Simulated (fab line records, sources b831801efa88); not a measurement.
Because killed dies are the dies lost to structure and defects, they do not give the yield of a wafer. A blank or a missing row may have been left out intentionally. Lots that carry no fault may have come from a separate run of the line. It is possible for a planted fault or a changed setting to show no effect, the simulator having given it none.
fab line records | flow sfq-line
record lots=6 wafers=18 last-day=82
route steps=325 shown M1@59 I1@73 M2@88 M8@325
lots that met no fault: from a run of the same line without faults
start-h: hours from the record's opening day to when the first of the lot's shown wafers began | wait-h: time in hours since the lot's previous step | " identical to the entry in the row above | L1.1+2: a single row standing in for several wafers | - no value present, or no start provided | * or withheld: withheld | < > ~ a bound
route shown NAME@n: names a module that has steps shown in the file, with the first one's number in the route | usual: mean/standard deviation of fault-free wafers | same: alike in all rows | chamber/n: place in a boat | sites: readings site by site | _std_site: standard deviation of those values | _edge_site: the outer-site mean with the inner-site mean subtracted | radius-mm: how far each site lies from the wafer's centre | mask NAME#n: copy n | behind: the last tool/chamber to shape the wafer | hold: why the lot was held/for how many hours/how that ended | device: the transistor (n, p or np) that didn't switch | end of line: tests of these same wafers at the route's end | where a step has no rows: the recipe by itself | killed: not the wafer's yield, but the dies lost to structure and defects at the first sort | map: dies across one wafer; x = killed, . = not, _ = none there
set.NAME: setting as actually run; set.NAME@STEP: the setting as run at that earlier step | model.NAME: the simulator's own value behind a step, which no gauge read
lots at selected steps of the route; one table per step, one row per wafer
services: from which hour (start-h, from the record's first day; less than 0 if before it) a tool's chamber was out of use, for how many hours, and why
## steps
# step SFQ_TRILAYER_M1_DEP_SPUTTER_037
# recipe material=Nb base-pressure-pa=1.33e-06 chamber-pressure-pa=0.1333 substrate-temp-c=20 resputter-cathode-voltage-v=400 target-thk-nm=200 power-w=2000 time-s=133.3
# usual throttle-valve-pct=30.2/1.1
# same time-s=133.3
# columns lot.wafer tool chamber start-h wait-h throttle-valve-pct
L163.2 pvd-sputter-06 - 295.74 0.0 28.7
L163.4 " - " " 31.1
L163.5 " - " " 29.3
L170.1 pvd-sputter-03 - 412.36 0.0 32.3
L170.2 " - " " 31.1
L170.4 " - " " 29.5
L172.2 pvd-sputter-06 - 424.52 0.0 29.0
L172.3 " - " " 29.9
L172.4 " - " " 31.2
L173.2 pvd-sputter-06 - 431.58 0.0 30.1
L173.4 " - " " 28.9
L173.6 " - " " 31.3
L175.1 pvd-sputter-05 - 447.16 0.0 29.4
L175.3 " - " " 30.1
L175.5 " - " " 29.8
L176.1 pvd-sputter-05 - 455.56 0.0 30.1
L176.5 " - " " 29.6
L176.6 " - " " 29.3
# step SFQ_M1_RS_MEAS_909
# recipe thk-meas-gauge=four-point-probe reads=Nb_of_TRILAYER_M1_DEP_SPUTTER_037
# usual M1_NB_RS=0.889/0.0086
# columns lot.wafer tool chamber start-h wait-h M1_NB_RS[ohm/sq]
L163.2 film-metro-01 - 295.85 0.1 0.884
L163.4 " - " " 0.886
L163.5 " - " " 0.882
L170.1 film-metro-01 - 412.45 0.0 0.886
L170.2 " - " " 0.887
L170.4 " - " " 0.884
L172.2 film-metro-03 - 424.63 0.1 0.890
L172.3 " - " " 0.900
L172.4 " - " " 0.897
L173.2 film-metro-02 - 431.69 0.1 0.894
L173.4 " - " " 0.882
L173.6 " - " " 0.886
L175.1 film-metro-03 - 447.25 0.0 0.885
L175.3 " - " " 0.889
L175.5 " - " " 0.886
L176.1 film-metro-03 - 455.65 0.0 0.889
L176.5 " - " " 0.898
L176.6 " - " " 0.895
# step SFQ_TRILAYER_M1_LITHO_COAT_044
# recipe resist=BARC spin-rpm=3000 resist-thk-nm=62
# step SFQ_TRILAYER_M1_LITHO_COAT_039
# recipe resist=KrF spin-rpm=3000 resist-thk-nm=600
# step SFQ_TRILAYER_M1_LITHO_SOFTBAKE_043
# recipe temp-c=withheld time-s=withheld resist=KrF
# step SFQ_TRILAYER_M1_LITHO_EXPOSE_040
# recipe mask-id=M1 na=0.6 source-shape=conventional sigma-outer=0.65 target-cd-nm=500 dose-mj=14.4
# step SFQ_TRILAYER_M1_LITHO_PEB_042
# recipe peb-temp-c=115 peb-time-s=60 resist=KrF
# step SFQ_TRILAYER_M1_LITHO_DEVELOP_041
# recipe time-s=60 resist=KrF
# step SFQ_M1_OVL_MEAS_911
# usual M1_OVL=1/4.1
# columns lot.wafer tool chamber start-h wait-h M1_OVL[nm]
L163.2 overlay-01 - 431.77 0.1 2
L163.4 " - " " 1
L163.5 " - " " 4
L170.1 overlay-02 - 566.77 0.1 8
L170.2 " - " " 4
L170.4 " - " " 9
L172.2 overlay-01 - 584.78 0.1 3
L172.3 " - " " 2
L172.4 " - " " 4
L173.2 overlay-02 - 591.98 0.1 1
L173.4 " - " " 2
L173.6 " - " " 1
L175.1 overlay-02 - 606.37 0.1 2
L175.3 " - " " -3
L175.5 " - " " -5
L176.1 overlay-01 - 612.37 0.1 -3
L176.5 " - " " -1
L176.6 " - " " -1
# step SFQ_TRILAYER_M1_BARC_OPEN_METAL_ETCH_054
# recipe mask-material=PR chemistry=O2 target-depth-nm=125 target=BARC icp-w=600 bias-w=80 pressure-mtorr=10 time-s=41.7
# step SFQ_TRILAYER_M1_ETCH_METAL_ETCH_042
# recipe target=Nb stop-on=SiO2 mask-material=PR chemistry=Cl2/Ar target-depth-nm=240 icp-w=600 bias-w=80 pressure-mtorr=10 time-s=120
# usual bias-w=79.97/0.22 drypump-motor-current-A=5.6/0.45 oes-product-au=0.895/0.0062
# same time-s=120
# columns lot.wafer tool chamber start-h wait-h bias-w drypump-motor-current-A oes-product-au rf-hours-counter-h
L163.2 rie-metal-04 0 431.86 0.0 79.82 5.2 0.895 71
L163.4 " 1 " " 79.87 5.0 0.888 -
L163.5 " 1 " " 79.80 5.0 0.891 -
L170.1 rie-metal-04 0 566.92 0.1 79.72 5.3 0.898 97
L170.2 " 0 " " 79.91 5.3 0.903 -
L170.4 " 0 " " 79.95 5.3 0.892 -
L172.2 rie-metal-04 1 584.86 0.0 79.97 5.0 0.897 15
L172.3 " 0 " " 80.28 5.3 0.901 -
L172.4 " 1 " " 79.64 5.0 0.895 -
L173.2 rie-metal-01 1 592.06 0.0 79.71 5.5 0.889 33
L173.4 " 1 " " 80.00 5.5 0.897 -
L173.6 " 0 " " 79.77 6.1 0.898 -
L175.1 rie-metal-01 0 606.46 0.0 79.91 6.1 0.902 90
L175.3 " 1 " " 80.01 5.5 0.903 -
L175.5 " 0 " " 79.93 6.1 0.894 -
L176.1 rie-metal-01 0 612.46 0.0 80.15 6.1 0.901 91
L176.5 " 1 " " 79.79 5.5 0.895 -
L176.6 " 0 " " 80.41 6.1 0.887 -
# step SFQ_TRILAYER_M1_STRIP_STRIP_043
# recipe gas=O2 power-w=200 platen-temp-c=40 overash-fraction=0.65 chemistry=O2 pressure-mtorr=50
# usual chamber-pressure-mTorr=50.00/0.05 drypump-motor-current-A=5.6/0.45 oes-product-au=1.001/0.0075
# columns lot.wafer tool chamber start-h wait-h chamber-pressure-mTorr drypump-motor-current-A oes-product-au rf-hours-counter-h model.KrF_of_TRILAYER_M1_LITHO_COAT_039.thk-nm model.BARC_of_TRILAYER_M1_LITHO_COAT_044.thk-nm
L163.2 rie-metal-04 0 431.99 0.1 50.03 5.3 1.003 71 0 0
L163.4 " 1 " " 50.07 5.0 1.010 - 0 0
L163.5 " 1 " " 49.99 5.0 1.006 - 0 0
L170.1 rie-metal-04 0 567.17 0.2 49.96 5.2 1.003 98 0 0
L170.2 " 0 " " 50.02 5.3 1.006 - 0 0
L170.4 " 0 " " 50.02 5.2 1.012 - 0 0
L172.2 rie-metal-04 1 584.99 0.1 - - - - 377.7 62.03
L172.3 " 0 " " - - - - 377.3 61.97
L172.4 " 1 " " - - - - 376 62.04
L173.2 rie-metal-01 1 592.19 0.1 - - - - 381.8 62.06
L173.4 " 1 " " - - - - 384.3 61.99
L173.6 " 0 " " - - - - 381.1 61.92
L175.1 rie-metal-01 0 606.59 0.1 50.00 6.1 0.990 90 0 0
L175.3 " 1 " " 49.93 5.5 0.992 - 0 0
L175.5 " 0 " " 49.90 6.1 1.006 - 0 0
L176.1 rie-metal-01 0 612.59 0.1 50.00 6.1 1.002 91 0 0
L176.5 " 1 " " 50.09 5.5 1.010 - 0 0
L176.6 " 0 " " 49.96 6.1 1.003 - 0 0
# step SFQ_TRILAYER_M1_STRIP_SOLV_CLEAN_044
# recipe chemistry=NMP temp-c=70 time-s=600
# step SFQ_TRILAYER_I1_DEP_PECVD_045
# recipe material=SiO2 temp-c=150 time-s=111.11 pressure-torr=2.4 rf-w=183.3 precursor=SiH4/N2O target-thk-nm=500
# step SFQ_TRILAYER_I1_CMP_CMP_046
# recipe material=SiO2 down-force-psi=3 platen-rpm=60 pad-velocity-m-s=0.94248
# step SFQ_I1_BOW_MEAS_912
# recipe mode=bow
# usual I1_BOW=2/7.9
# columns lot.wafer tool chamber start-h wait-h I1_BOW[um]
L163.2 film-metro-01 - 438.40 1.0 -8
L163.4 " - " " -3
L163.5 " - " " 7
L170.1 film-metro-03 - 572.20 2.2 13
L170.2 " - " " 10
L170.4 " - " " 25
L172.2 film-metro-03 - 595.18 2.5 -2
L172.3 " - " " -3
L172.4 " - " " 2
L173.2 film-metro-04 - 598.18 2.0 -4
L173.4 " - " " 1
L173.6 " - " " 10
L175.1 film-metro-03 - 610.96 1.0 16
L175.3 " - " " -9
L175.5 " - " " 3
L176.1 film-metro-01 - 616.44 1.5 -4
L176.5 " - " " 8
L176.6 " - " " 7
# step SFQ_TRILAYER_I1_METRO_MEASURE_047
# step SFQ_TRILAYER_I1_VIA_LITHO_COAT_054
# recipe resist=BARC spin-rpm=3000 resist-thk-nm=62
# step SFQ_TRILAYER_I1_VIA_LITHO_COAT_049
# recipe resist=KrF spin-rpm=3000 resist-thk-nm=650
# step SFQ_TRILAYER_I1_VIA_LITHO_SOFTBAKE_053
# recipe temp-c=withheld time-s=withheld resist=KrF
# step SFQ_TRILAYER_I1_VIA_LITHO_EXPOSE_050
# recipe mask-id=I1 na=0.6 source-shape=conventional sigma-outer=0.65 target-cd-nm=500 dose-mj=21.3
# step SFQ_TRILAYER_I1_VIA_LITHO_PEB_052
# recipe peb-temp-c=115 peb-time-s=60 resist=KrF
# step SFQ_TRILAYER_I1_VIA_LITHO_DEVELOP_051
# recipe time-s=60 resist=KrF
# step SFQ_I1_OVL_MEAS_913
# usual I1_OVL=-3/5.1
# columns lot.wafer tool chamber start-h wait-h I1_OVL[nm]
L163.2 overlay-02 - 600.38 0.1 -4
L163.4 " - " " -3
L163.5 " - " " -1
L170.1 overlay-01 - 729.61 0.1 -6
L170.2 " - " " -1
L170.4 " - " " -8
L172.2 overlay-02 - 748.81 0.1 -2
L172.3 " - " " -2
L172.4 " - " " 0
L173.2 overlay-02 - 751.21 0.1 -3
L173.4 " - " " -6
L173.6 " - " " -6
L175.1 overlay-02 - 760.81 0.1 4
L175.3 " - " " -4
L175.5 " - " " -2
L176.1 overlay-01 - 764.41 0.1 -1
L176.5 " - " " 4
L176.6 " - " " -5
# step SFQ_TRILAYER_I1_VIA_BARC_OPEN_VIA_ETCH_071
# recipe mask-material=PR chemistry=O2 target-depth-nm=125 target=BARC source-w=500 bias-w=80 pressure-mtorr=30 time-s=41.7
# step SFQ_TRILAYER_I1_VIA_ETCH_VIA_ETCH_052
# recipe target=SiO2 stop-on=Nb mask-material=PR taper-deg=20 chemistry=CHF3 target-depth-nm=260 source-w=500 bias-w=80 pressure-mtorr=30 time-s=withheld
# usual bias-w=79.98/0.27 drypump-motor-current-A=5.8/0.62 oes-product-au=0.854/0.0046
# columns lot.wafer tool chamber start-h wait-h bias-w drypump-motor-current-A oes-product-au
L163.2 rie-diel-03 0 600.44 0.0 80.09 5.1 0.856
L163.4 " 2 " " 79.65 6.5 0.859
L163.5 " 1 " " 79.76 6.5 0.856
L170.1 rie-diel-01 0 729.68 0.0 80.32 5.7 0.857
L170.2 " 1 " " 79.86 4.7 0.859
L170.4 " 2 " " 80.05 5.6 0.855
L172.2 rie-diel-01 2 748.88 0.0 80.05 5.6 0.855
L172.3 " 0 " " 80.06 5.7 0.856
L172.4 " 0 " " 79.93 5.7 0.857
L173.2 rie-diel-03 0 751.28 0.0 79.99 5.1 0.855
L173.4 " 1 " " 79.86 6.5 0.851
L173.6 " 3 " " 80.12 5.2 0.853
L175.1 rie-diel-01 1 760.88 0.0 80.14 4.7 0.852
L175.3 " 2 " " 79.60 5.6 0.856
L175.5 " 1 " " 79.94 4.7 0.860
L176.1 rie-diel-03 2 764.48 0.0 79.69 6.5 0.856
L176.5 " 2 " " 79.97 6.5 0.853
L176.6 " 1 " " 80.48 6.5 0.850
# step SFQ_TRILAYER_I1_VIA_STRIP_STRIP_053
# recipe gas=O2 power-w=200 platen-temp-c=40 overash-fraction=0.65 chemistry=O2 pressure-mtorr=50
# usual chamber-pressure-mTorr=50.00/0.051 drypump-motor-current-A=5.4/0.42 oes-product-au=1.002/0.008
# columns lot.wafer tool chamber start-h wait-h chamber-pressure-mTorr drypump-motor-current-A oes-product-au rf-hours-counter-h
L163.2 rie-metal-04 1 600.56 - 49.94 5.0 1.006 17
L163.4 " 0 " " 49.98 5.3 1.012 -
L163.5 " 0 " " 49.97 5.3 1.016 -
L170.1 rie-metal-04 0 729.80 - 49.94 5.2 1.005 118
L170.2 " 1 " " 49.95 5.0 1.005 31
L170.4 " 0 " " 50.00 5.2 1.001 -
L172.2 rie-metal-01 1 749.00 - 50.03 5.5 0.998 52
L172.3 " 0 " " 50.00 6.1 0.994 -
L172.4 " 1 " " 49.99 5.5 0.991 -
L173.2 rie-metal-03 0 751.40 - 50.15 6.0 0.992 48
L173.4 " 1 " " 50.05 5.0 1.007 -
L173.6 " 1 " " 50.01 4.9 1.001 -
L175.1 rie-metal-01 0 761.00 - 50.05 6.1 0.991 106
L175.3 " 1 " " 49.98 5.5 0.991 -
L175.5 " 0 " " 50.03 6.1 1.000 -
L176.1 rie-metal-01 0 764.60 - 50.07 6.1 1.004 107
L176.5 " 1 " " 50.00 5.5 0.989 -
L176.6 " 0 " " 49.98 6.1 0.997 -
# step SFQ_TRILAYER_I1_VIA_STRIP_SOLV_CLEAN_054
# recipe chemistry=NMP temp-c=70 time-s=600
# step SFQ_TRILAYER_M2_DEP_PRE_CLEAN_056
# recipe gas=Ar time-s=22.5 bias-v=250
# step SFQ_TRILAYER_M2_DEP_SPUTTER_055
# recipe material=Nb base-pressure-pa=1.33e-06 chamber-pressure-pa=0.1333 substrate-temp-c=20 resputter-cathode-voltage-v=400 target-thk-nm=200 power-w=2000 time-s=133.3
# step SFQ_M2_RS_MEAS_914
# recipe thk-meas-gauge=four-point-probe reads=Nb_of_TRILAYER_M2_DEP_SPUTTER_055
# usual M2_NB_RS=0.894/0.0077
# columns lot.wafer tool chamber start-h wait-h M2_NB_RS[ohm/sq]
L163.2 film-metro-04 - 601.47 0.1 0.901
L163.4 " - " " 0.896
L163.5 " - " " 0.896
L170.1 film-metro-02 - 730.69 0.0 0.897
L170.2 " - " " 0.891
L170.4 " - " " 0.897
L172.2 film-metro-04 - 750.10 0.1 0.894
L172.3 " - " " 0.883
L172.4 " - " " 0.895
L173.2 film-metro-03 - 752.31 0.1 0.912
L173.4 " - " " 0.904
L173.6 " - " " 0.905
L175.1 film-metro-03 - 762.07 0.0 0.901
L175.3 " - " " 0.903
L175.5 " - " " 0.894
L176.1 film-metro-03 - 765.49 0.0 0.898
L176.5 " - " " 0.894
L176.6 " - " " 0.896
# step SFQ_TRILAYER_M2_LITHO_COAT_062
# recipe resist=BARC spin-rpm=3000 resist-thk-nm=62
# step SFQ_TRILAYER_M2_LITHO_COAT_057
# recipe resist=KrF spin-rpm=3000 resist-thk-nm=600
# step SFQ_TRILAYER_M2_LITHO_SOFTBAKE_061
# recipe temp-c=withheld time-s=withheld resist=KrF
# step SFQ_TRILAYER_M2_LITHO_EXPOSE_058
# recipe mask-id=M2 na=0.6 source-shape=conventional sigma-outer=0.65 target-cd-nm=500 dose-mj=14.4
# step SFQ_TRILAYER_M2_LITHO_PEB_060
# recipe peb-temp-c=115 peb-time-s=60 resist=KrF
# step SFQ_TRILAYER_M2_LITHO_DEVELOP_059
# recipe time-s=60 resist=KrF
# step SFQ_M2_OVL_MEAS_916
# usual M2_OVL=1/5.7
# columns lot.wafer tool chamber start-h wait-h M2_OVL[nm]
L163.2 overlay-02 - 603.89 0.1 7
L163.4 " - " " 5
L163.5 " - " " 3
L170.1 overlay-02 - 877.88 0.1 -4
L170.2 " - " " -2
L170.4 " - " " 1
L172.2 overlay-01 - 892.28 0.1 1
L172.3 " - " " -5
L172.4 " - " " 2
L173.2 overlay-01 - 893.48 0.1 2
L173.4 " - " " 5
L173.6 " - " " 2
L175.1 overlay-01 - 897.08 0.1 -5
L175.3 " - " " -9
L175.5 " - " " -7
L176.1 overlay-01 - 898.28 0.1 -5
L176.5 " - " " -10
L176.6 " - " " -2
# step SFQ_TRILAYER_M2_BARC_OPEN_METAL_ETCH_077
# recipe mask-material=PR chemistry=O2 target-depth-nm=125 target=BARC icp-w=600 bias-w=80 pressure-mtorr=10 time-s=41.7
# step SFQ_TRILAYER_M2_ETCH_METAL_ETCH_060
# recipe target=Nb stop-on=SiO2 mask-material=PR chemistry=Cl2/Ar target-depth-nm=240 icp-w=600 bias-w=80 pressure-mtorr=10 time-s=120
# usual bias-w=80.01/0.23 drypump-motor-current-A=5.4/0.51 oes-product-au=0.893/0.0066
# same time-s=120
# columns lot.wafer tool chamber start-h wait-h bias-w drypump-motor-current-A oes-product-au rf-hours-counter-h
L163.2 rie-metal-03 0 603.98 0.0 80.35 6.0 0.889 34
L163.4 " 1 " " 80.12 4.9 0.894 -
L163.5 " 0 " " 80.22 6.1 0.897 -
L170.1 rie-metal-04 0 877.97 0.0 79.99 5.3 0.894 138
L170.2 " 1 " " 80.14 5.0 0.889 51
L170.4 " 0 " " 79.98 5.3 0.890 -
L172.2 rie-metal-03 0 892.37 0.0 79.75 6.1 0.891 66
L172.3 " 1 " " 80.01 5.0 0.899 -
L172.4 " 0 " " 79.72 6.0 0.886 -
L173.2 rie-metal-04 1 893.57 0.0 80.05 5.0 0.880 54
L173.4 " 0 " " 79.96 5.3 0.882 -
L173.6 " 0 " " 80.13 5.2 0.896 -
L175.1 rie-metal-03 0 897.17 0.0 79.86 6.1 0.881 67
L175.3 " 0 " " 80.39 6.1 0.890 -
L175.5 " 0 " " 80.07 6.0 0.889 -
L176.1 rie-metal-04 0 898.37 0.0 79.50 5.3 0.885 142
L176.5 " 0 " " 79.52 5.3 0.890 -
L176.6 " 1 " " 80.02 5.0 0.896 -
# step SFQ_M8_BOW_MEAS_951
# recipe mode=bow
# usual M8_BOW=8/11
# columns lot.wafer tool chamber start-h wait-h M8_BOW[um] model.etest.i1.link-ohm
L163.2 film-metro-02 - 1876.01 0.0 6 1.976
L163.4 " - " " 10 1.969
L163.5 " - " " 21 1.966
L170.1 film-metro-02 - 1933.88 0.0 24 1.966
L170.2 " - " " 22 1.962
L170.4 " - " " 38 1.97
L172.2 film-metro-02 - 1944.79 0.0 12 1e+06
L172.3 " - " " 9 1e+06
L172.4 " - " " 16 1e+06
L173.2 film-metro-02 - 1954.97 0.0 -7 1e+06
L173.4 " - " " -1 1e+06
L173.6 " - " " 8 1e+06
L175.1 film-metro-04 - 1958.55 0.0 24 1.975
L175.3 " - " " -2 1.978
L175.5 " - " " 10 1.966
L176.1 film-metro-01 - 1962.40 0.0 -7 1.978
L176.5 " - " " 5 1.977
L176.6 " - " " 5 1.976
## services
# columns tool chamber start-h hours kind
rie-diel-01 0 274.87 6.7 repair
rie-metal-03 1 297.10 3.9 repair
rie-metal-01 - 311.71 1.2 repair
rie-diel-01 3 326.13 2.2 repair
rie-diel-03 0 347.79 6.6 repair
rie-diel-01 2 363.86 3.0 repair
rie-diel-01 - 374.61 8.7 repair
pvd-sputter-06 - 381.45 3.4 repair
rie-metal-01 1 429.38 7.9 repair
rie-metal-03 - 466.16 14.6 pm
rie-metal-03 - 520.56 0.2 repair
rie-metal-04 1 564.81 3.6 repair
rie-metal-03 - 574.20 4.0 pm
rie-metal-04 - 607.04 2.2 repair
rie-metal-04 - 621.08 0.3 repair
rie-metal-04 1 664.78 5.8 repair
rie-metal-03 0 674.93 2.2 repair
rie-metal-01 - 704.15 0.5 repair
rie-metal-01 0 722.95 15.1 repair
rie-metal-04 - 771.17 2.5 repair
rie-metal-03 0 781.39 11.5 repair
rie-metal-01 - 781.79 28.1 pm
rie-metal-03 0 878.83 2.5 repair
rie-metal-03 - 882.87 0.7 repair
## key
first-sign step=SFQ_TRILAYER_M1_STRIP_STRIP_043 reading=tool-record direction=missing
effect none on later readings
model-effect step=SFQ_TRILAYER_M1_STRIP_STRIP_043 value=KrF_of_TRILAYER_M1_LITHO_COAT_039.thk-nm without=0 struck=379.7
model-effect step=SFQ_M8_BOW_MEAS_951 value=etest.i1.link-ohm without=1.978 struck=1e+06
met-at SFQ_TRILAYER_M1_STRIP_STRIP_043
struck-wafers L172.2,L172.3,L172.4,L173.2,L173.4,L173.6
onset-between 567.17 584.99
fault kind=skipped-step-whole tool=rie-metal-01,rie-metal-04 chamber=- onset-h=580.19 steps=SFQ_TRILAYER_M1_STRIP_STRIP_043 scope=struck-lots-only
